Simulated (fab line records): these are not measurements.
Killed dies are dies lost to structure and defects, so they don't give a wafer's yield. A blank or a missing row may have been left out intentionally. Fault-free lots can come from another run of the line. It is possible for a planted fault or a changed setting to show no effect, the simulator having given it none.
One fault through the eyes of 2 desks -- flow gf180mcu -- numbers are kept per desk, each desk with only its own; the story behind them comes last

== FOR THE TOOL OWNER'S DESK: pvd sputter-01 ==
The tool's own readings at GF_V3_SPUTTER_21 (material Ti, target thk 15 nm, time 80.02 s): means of the sampled wafers that have a number, for each lot that ran on this tool. If a lot's mean is further than 4 standard deviations from the usual mean, the lot is out of limits and carries the mark OUT (the distance appears in the brackets).
Columns: A = throttle valve pct at GF_V3_SPUTTER_21, usual 29.0 %
lot,first seen here,A
L916,day 27 04:12,28.8
L918,day 27 11:51,29.2
L926,day 30 03:54,27.8
This desk's finding: nothing out of limits on any of the 3 lots.

== METROLOGY DESK ==
What the gauges read, lot by lot, whatever tool the lot ran on: means of the sampled wafers that have a number. If a lot's mean is further than 4 standard deviations from the usual mean, the lot is out of limits and carries the mark OUT (the distance appears in the brackets).
Columns: A = cd nm at GF_V3_CD_MEAS_14, usual 260.6 nm; B = V3_OVL at GF_V3_OVL_MEAS_15, usual -1 nm
lot,first seen here,A,B
L903,day 22 08:29,261.2,8
L916,day 27 03:23,260.3,0
L918,day 27 11:05,259.6,-2
L923,day 28 23:38,260.5,4
L924,day 29 04:46,261.8,-11
L926,day 30 03:05,260.7,-3
This desk's finding: nothing out of limits on any of the 6 lots.

== ALL TOGETHER ==
The desk of the tool owner found nothing out of limits.
From the metrology desk's view, nothing was out of limits.

== WHAT HAD BEEN PUT IN BY THE SIMULATOR ==
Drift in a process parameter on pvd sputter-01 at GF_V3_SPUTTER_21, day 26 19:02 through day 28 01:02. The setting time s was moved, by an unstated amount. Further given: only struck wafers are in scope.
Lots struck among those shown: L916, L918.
